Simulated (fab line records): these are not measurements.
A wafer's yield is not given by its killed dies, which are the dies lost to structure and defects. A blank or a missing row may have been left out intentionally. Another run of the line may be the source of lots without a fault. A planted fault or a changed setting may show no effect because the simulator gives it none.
fab line records	flow sfqLine
record lots=14	wafers=41	lastDay=91
route steps=325 shown L0@4 L0V@23 I0@44
lots with no fault: from the same line, run without faults
startH: start of the lot's first displayed wafer, in hours after the record's first day	waitH: hours since the lot's step before	" as in the row above	L1.1+2: a single row standing in for several wafers	- no value, or no start given	* or withheld: withheld	< > ~ a bound
route shown NAME@n: NAME is a module with steps in the file, n the number in the route of the first one	usual: mean/standard deviation taken from wafers without a fault	same: alike in all rows	chamber/n: place in a boat	sites: readings site by site	_std_site: standard deviation of those values	_edge_site: outer sites' mean less inner sites'	radiusMm: how far each site lies from the wafer's centre	mask NAME#n: copy n	behind: the most recent tool/chamber to have shaped the wafer	hold: why the lot went on hold/how many hours it stayed there/how the hold came to an end	device: names the non-switching transistor (n, p or np)	end of line: tests run on the same wafers once the route is complete	where a step has no rows: the recipe by itself	killed: count of dies lost to structure and defects at first sort (not the wafer's yield)	map: the dies of a wafer, with x for killed, . for not killed, _ for no die there
set.NAME: setting as actually run; set.NAME@STEP: the setting as run at that earlier step	model.NAME: the simulator's own value behind a step, which no gauge read
a sample of lots followed through the steps of the route, with each step as a table and each wafer as a row
services: the hour from which a tool's chamber was out of use, counted from the record's first day as startH (under 0 if before that day), plus the number of hours and why
## steps
# step SFQ_L0_RS_MEAS_901
# recipe thkMeasGauge=four-point-probe	reads=MoNx_KI_of_TRILAYER_L0_DEP_SPUTTER_003
# usual L0_MONX_KI_RS=43.5/0.51
lot.wafer	tool	chamber	startH	waitH	L0_MONX_KI_RS[ohm/sq]
L566.1	filmMetro-02	-	12.56	0.0	43.6
L566.2	"	-	"	"	43.4
L566.6	"	-	"	"	42.8
L567.1	filmMetro-04	-	17.56	0.0	43.9
L567.4	"	-	"	"	44.4
L567.6	"	-	"	"	43.0
L568.3	filmMetro-03	-	22.60	0.1	43.5
L568.4	"	-	"	"	44.0
L568.5	"	-	"	"	44.2
L570.1	filmMetro-02	-	32.56	0.0	43.0
L570.4	"	-	"	"	43.0
L570.6	"	-	"	"	43.1
L571.1	filmMetro-02	-	37.56	0.0	43.3
L571.4	"	-	"	"	43.2
L571.6	"	-	"	"	43.2
L572.2	filmMetro-03	-	42.58	0.1	43.2
L572.3	"	-	"	"	43.5
L572.5	"	-	"	"	42.7
L573.2	filmMetro-03	-	47.58	0.1	43.6
L573.3	"	-	"	"	43.4
L573.4	"	-	"	"	43.3
L574.1	filmMetro-02	-	52.56	0.0	42.9
L574.2	"	-	"	"	43.1
L574.3	"	-	"	"	43.8
L575.1	filmMetro-03	-	57.56	0.0	43.9
L575.2	"	-	"	"	43.8
L575.6	"	-	"	"	43.8
L576.4	filmMetro-04	-	62.62	0.1	44.4
L576.5	"	-	"	"	43.1
L576.6	"	-	"	"	43.8
L578.1	filmMetro-04	-	72.56	0.0	43.7
L578.2	"	-	"	"	44.7
L578.5	"	-	"	"	43.3
L580.2	filmMetro-03	-	82.58	0.1	43.7
L580.4	"	-	"	"	44.4
L585.2	filmMetro-02	-	107.58	0.1	43.8
L585.5	"	-	"	"	44.8
L585.6	"	-	"	"	43.9
L588.1	filmMetro-02	-	122.56	0.0	43.7
L588.2	"	-	"	"	43.5
L588.6	"	-	"	"	43.6
# step SFQ_L0V_OVL_MEAS_903
# usual L0V_OVL=4/5.8
lot.wafer	tool	chamber	startH	waitH	L0V_OVL[nm]
L566.1	overlay-01	-	103.67	0.1	8
L566.2	"	-	"	"	8
L566.6	"	-	"	"	7
L567.1	overlay-02	-	107.27	0.1	14
L567.4	"	-	"	"	11
L567.6	"	-	"	"	3
L568.3	overlay-02	-	113.28	0.1	-3
L568.4	"	-	"	"	2
L568.5	"	-	"	"	10
L570.1	overlay-02	-	125.27	0.1	6
L570.4	"	-	"	"	3
L570.6	"	-	"	"	1
L571.1	overlay-01	-	131.27	0.1	6
L571.4	"	-	"	"	12
L571.6	"	-	"	"	13
L572.2	overlay-01	-	134.42	0.1	9
L572.3	"	-	"	"	6
L572.5	"	-	"	"	8
L573.2	overlay-01	-	141.42	0.1	12
L573.3	"	-	"	"	3
L573.4	"	-	"	"	12
L574.1	overlay-01	-	148.62	0.1	-2
L574.2	"	-	"	"	-4
L574.3	"	-	"	"	-1
L575.1	overlay-02	-	152.22	0.1	8
L575.2	"	-	"	"	-6
L575.6	"	-	"	"	-4
L576.4	overlay-01	-	154.64	0.1	0
L576.5	"	-	"	"	5
L576.6	"	-	"	"	1
L578.1	overlay-01	-	167.82	0.1	-2
L578.2	"	-	"	"	4
L578.5	"	-	"	"	2
L580.2	overlay-02	-	178.62	0.1	-3
L580.4	"	-	"	"	-7
L585.2	overlay-01	-	203.82	0.1	6
L585.5	"	-	"	"	1
L585.6	"	-	"	"	2
L588.1	overlay-02	-	224.32	0.1	6
L588.2	"	-	"	"	3
L588.6	"	-	"	"	6
# step SFQ_TRILAYER_I0_CMP_CMP_028
# recipe material=SiO2	downForcePsi=3	platenRpm=60	padVelocityMS=0.94248
# usual motorCurrentA=10.3/1.4	retainingRingPressureFrac=1.000/0.005	timeToEndpointS=215/7.9
lot.wafer	tool	chamber	startH	waitH	motorCurrentA	retainingRingPressureFrac	timeToEndpointS
L566.2	cmp-01	2	129.83	11.9	10.8	0.989	210
L566.1	"	1	131.33	13.4	7.5	0.997	219
L566.6	"	2	"	"	10.5	0.997	213
L567.4	cmp-01	2	136.33	12.4	10.9	0.990	218
L567.1	"	3	"	"	10.4	0.994	210
L567.6	"	2	138.33	14.4	10.6	0.995	214
L568.3	cmp-02	2	139.45	9.5	11.6	0.996	227
L568.4	"	0	140.45	10.5	10.7	1.001	232
L568.5	"	2	141.45	11.5	11.7	0.996	228
L570.4	cmp-01	3	150.83	10.0	10.1	0.994	213
L570.1	"	1	151.83	11.1	7.6	1.004	218
L570.6	"	0	153.33	12.5	12.3	1.002	219
L571.4	cmp-02	2	154.95	7.6	11.4	1.002	220
L571.1	"	3	"	"	8.8	0.995	208
L571.6	"	2	156.95	9.6	11.6	0.992	218
L572.2	cmp-02	1	157.95	9.0	10.0	0.997	210
L572.3	"	3	158.95	10.0	8.6	0.999	216
L572.5	"	1	159.95	11.0	9.9	0.998	214
L573.3	cmp-02	0	166.45	1.9	9.6	0.992	207
L573.4	"	1	"	"	10.0	1.000	207
L573.2	"	3	167.95	3.4	8.5	0.999	207
L574.2	cmp-01	3	178.15	1.7	10.4	1.003	215
L574.3	"	0	"	"	12.3	1.001	206
L574.1	"	1	"	"	8.0	0.996	219
L575.2	cmp-02	2	182.80	2.5	12.2	1.001	230
L575.1	"	3	"	"	9.2	0.999	177
L575.6	"	1	184.30	4.0	10.1	0.999	189
L576.4	cmp-01	3	184.65	3.3	10.0	0.993	205
L576.5	"	2	186.15	4.8	10.3	1.006	214
L576.6	"	3	"	"	10.5	0.994	211
L578.1	cmp-02	1	200.80	4.2	10.0	0.989	173
L578.2	"	2	"	"	11.6	1.001	213
L578.5	"	1	202.80	6.2	10.0	0.993	217
L580.2	cmp-02	3	210.29	0.5	8.9	0.999	221
L580.4	"	0	"	"	10.2	0.995	228
L585.2	cmp-01	2	242.10	7.2	10.4	1.007	202
L585.6	"	3	"	"	10.3	1.004	204
L585.5	"	0	"	"	13.0	1.002	208
L588.2	cmp-01	0	255.60	2.7	12.7	1.000	194
L588.1	"	3	257.10	4.2	10.4	1.003	202
L588.6	"	1	258.10	5.1	7.7	0.998	218
# step SFQ_I0_BOW_MEAS_907
# recipe mode=bow
# usual I0_BOW=2/6.3
lot.wafer	tool	chamber	startH	waitH	I0_BOW[um]
L566.1	filmMetro-01	-	132.83	1.0	-3
L566.2	"	-	"	"	0
L566.6	"	-	"	"	-5
L567.1	filmMetro-02	-	138.83	1.5	4
L567.4	"	-	"	"	-1
L567.6	"	-	"	"	5
L568.3	filmMetro-02	-	142.49	2.5	11
L568.4	"	-	"	"	-4
L568.5	"	-	"	"	-3
L570.1	filmMetro-02	-	153.83	1.5	-6
L570.4	"	-	"	"	-6
L570.6	"	-	"	"	2
L571.1	filmMetro-03	-	157.45	1.5	1
L571.4	"	-	"	"	5
L571.6	"	-	"	"	1
L572.2	filmMetro-03	-	160.47	2.0	10
L572.3	"	-	"	"	7
L572.5	"	-	"	"	6
L573.2	filmMetro-01	-	169.47	1.0	-2
L573.3	"	-	"	"	2
L573.4	"	-	"	"	8
L574.1	filmMetro-03	-	181.15	1.5	-5
L574.2	"	-	"	"	0
L574.3	"	-	"	"	-1
L575.1	filmMetro-01	-	185.30	1.5	12
L575.2	"	-	"	"	-1
L575.6	"	-	"	"	7
L576.4	filmMetro-02	-	187.21	2.1	7
L576.5	"	-	"	"	-8
L576.6	"	-	"	"	-2
L578.1	filmMetro-03	-	203.30	2.0	-9
L578.2	"	-	"	"	10
L578.5	"	-	"	"	5
L580.2	filmMetro-01	-	212.81	2.0	1
L580.4	"	-	"	"	-3
L585.2	filmMetro-03	-	243.62	1.0	-1
L585.5	"	-	"	"	-6
L585.6	"	-	"	"	3
L588.1	filmMetro-02	-	258.60	1.0	10
L588.2	"	-	"	"	-7
L588.6	"	-	"	"	15
# step SFQ_TRILAYER_I0_METRO_MEASURE_029
# usual thkNm=199.9/1
lot.wafer	tool	chamber	startH	waitH	thkNm
L566.1	filmMetro-01	-	132.95	0.1	201.4
L566.2	"	-	"	"	199.6
L566.6	"	-	"	"	200.0
L567.1	filmMetro-02	-	138.95	0.1	199.7
L567.4	"	-	"	"	200.9
L567.6	"	-	"	"	201.6
L568.3	filmMetro-02	-	142.97	0.5	200.8
L568.4	"	-	"	"	198.3
L568.5	"	-	"	"	201.9
L570.1	filmMetro-02	-	153.95	0.1	201.8
L570.4	"	-	"	"	200.0
L570.6	"	-	"	"	200.1
L571.1	filmMetro-03	-	157.57	0.1	198.7
L571.4	"	-	"	"	199.5
L571.6	"	-	"	"	199.8
L572.2	filmMetro-03	-	160.77	0.3	199.6
L572.3	"	-	"	"	200.3
L572.5	"	-	"	"	199.1
L573.2	filmMetro-01	-	169.77	0.3	201.1
L573.3	"	-	"	"	200.3
L573.4	"	-	"	"	200.4
L574.1	filmMetro-03	-	181.27	0.1	200.0
L574.2	"	-	"	"	197.5
L574.3	"	-	"	"	198.9
L575.1	filmMetro-01	-	185.42	0.1	248.0
L575.2	"	-	"	"	200.1
L575.6	"	-	"	"	247.6
L576.4	filmMetro-02	-	187.87	0.6	200.8
L576.5	"	-	"	"	200.9
L576.6	"	-	"	"	200.1
L578.1	filmMetro-03	-	203.42	0.1	250.4
L578.2	"	-	"	"	203.0
L578.5	"	-	"	"	200.8
L580.2	filmMetro-01	-	213.11	0.3	199.2
L580.4	"	-	"	"	198.1
L585.2	filmMetro-03	-	243.92	0.3	199.6
L585.5	"	-	"	"	198.3
L585.6	"	-	"	"	200.1
L588.1	filmMetro-02	-	258.72	0.1	199.2
L588.2	"	-	"	"	200.1
L588.6	"	-	"	"	202.0
# step SFQ_TRILAYER_I0_VIA_ETCH_VIA_ETCH_034
# recipe target=SiO2	stopOn=Nb	maskMaterial=PR	taperDeg=20	chemistry=CHF3	targetDepthNm=260	sourceW=500	biasW=80	pressureMtorr=30	timeS=withheld
# usual biasW=80.00/0.26	drypumpMotorCurrentA=5.6/0.53	oesProductAu=0.854/0.0048
lot.wafer	tool	chamber	startH	waitH	biasW	drypumpMotorCurrentA	oesProductAu
L566.1	rieDiel-02	0	222.01	0.0	79.68	5.9	0.857
L566.2	"	1	"	"	79.84	5.4	0.852
L566.6	"	2	"	"	80.05	5.7	0.848
L567.1	rieDiel-01	2	227.99	0.0	80.00	5.8	0.856
L567.4	"	0	"	"	79.94	6.4	0.855
L567.6	"	1	"	"	79.72	4.9	0.860
L568.3	rieDiel-01	0	233.99	0.0	80.04	6.4	0.853
L568.4	"	3	"	"	79.73	5.9	0.851
L568.5	"	3	"	"	79.74	5.9	0.857
L570.1	rieDiel-01	3	247.19	0.0	79.54	5.8	0.863
L570.4	"	0	"	"	79.91	6.4	0.851
L570.6	"	1	"	"	80.10	4.9	0.851
L571.1	rieDiel-03	3	249.59	0.0	79.82	4.9	0.850
L571.4	"	2	"	"	80.08	5.7	0.853
L571.6	"	1	"	"	80.18	5.6	0.858
L572.2	rieDiel-01	3	252.05	0.0	80.19	5.8	0.861
L572.3	"	0	"	"	79.88	6.4	0.856
L572.5	"	1	"	"	79.82	4.9	0.856
L573.2	rieDiel-02	0	261.59	0.0	80.15	5.9	0.864
L573.3	"	2	"	"	80.11	5.7	0.855
L573.4	"	1	"	"	80.08	5.4	0.857
L574.1	rieDiel-03	0	273.59	0.0	80.23	4.8	0.854
L574.2	"	3	"	"	79.87	4.9	0.850
L574.3	"	2	"	"	79.86	5.7	0.852
L575.1	rieDiel-03	3	278.39	0.0	80.17	4.9	0.965
L575.2	"	1	"	"	80.09	5.6	0.852
L575.6	"	3	"	"	79.98	4.9	0.971
L576.4	rieDiel-02	0	282.01	0.0	79.74	5.8	0.858
L576.5	"	1	"	"	80.14	5.4	0.854
L576.6	"	0	"	"	79.79	5.8	0.852
L578.1	rieDiel-02	0	308.79	0.0	79.50	5.9	0.984
L578.2	"	2	"	"	79.71	5.7	0.862
L578.5	"	2	"	"	80.00	5.7	0.860
L580.2	rieDiel-03	0	319.59	0.0	79.91	4.8	0.849
L580.4	"	1	"	"	79.90	5.6	0.846
L585.2	rieDiel-03	2	366.28	0.0	79.82	5.7	0.855
L585.5	"	0	"	"	80.29	4.8	0.854
L585.6	"	3	"	"	79.95	4.9	0.857
L588.1	rieDiel-02	0	386.78	0.0	80.07	5.9	0.852
L588.2	"	3	"	"	79.59	6.4	0.857
L588.6	"	0	"	"	79.73	5.9	0.860
## services
tool	chamber	startH	hours	kind
rieDiel-02	1	115.35	5.3	repair
filmMetro-02	-	129.24	5.2	pm
filmMetro-02	-	134.44	0.8	pm
rieDiel-02	0	144.49	7.1	repair
filmMetro-03	-	169.04	1.1	pm
cmp-02	-	171.00	0.6	repair
filmMetro-02	-	171.37	0.7	pm
filmMetro-03	-	177.06	0.7	pm
cmp-01	-	203.08	3.6	pm
rieDiel-02	0	203.10	13.4	repair
cmp-02	-	233.79	4.0	pm
filmMetro-03	-	238.36	0.9	repair
filmMetro-02	-	250.92	1.2	pm
cmp-02	-	258.79	6.4	pm
cmp-01	-	267.60	7.6	pm
cmp-02	-	274.08	1.0	repair
cmp-02	-	274.16	0.5	repair
cmp-01	-	278.40	0.3	repair
filmMetro-03	-	298.25	4.5	repair
rieDiel-02	0	299.27	4.6	repair
cmp-01	-	323.24	0.9	repair
cmp-01	-	328.69	2.9	repair
cmp-02	-	367.25	0.7	repair
cmp-02	-	371.11	0.8	repair
## key
firstSign step=SFQ_TRILAYER_I0_CMP_CMP_028	reading=timeToEndpointS	direction=down	sigmas=4.5	usual=*	struck=*
effect step=SFQ_TRILAYER_I0_METRO_MEASURE_029	reading=thkNm	direction=up	sigmas=47	usual=199.9	struck=248.7
effect step=SFQ_TRILAYER_I0_VIA_ETCH_VIA_ETCH_034	reading=oesProductAu	direction=up	sigmas=25	usual=0.854	struck=0.973
metAt SFQ_TRILAYER_I0_CMP_CMP_028
struckLots L575,L578
struckWafers L575.1,L575.6,L578.1
notActingAt SFQ_L0_RS_MEAS_901,SFQ_L0V_OVL_MEAS_903,SFQ_I0_BOW_MEAS_907
onsetBetween 166.45 182.80
fault kind=processParameterDrift	tool=cmp-02	chamber=-	onsetH=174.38	steps=SFQ_TRILAYER_I0_CMP_CMP_028	channel=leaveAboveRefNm	offset=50	shape=step	endH=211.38	scope=struckWafersOnly	actsIn=theseRecipesOnly	stated=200
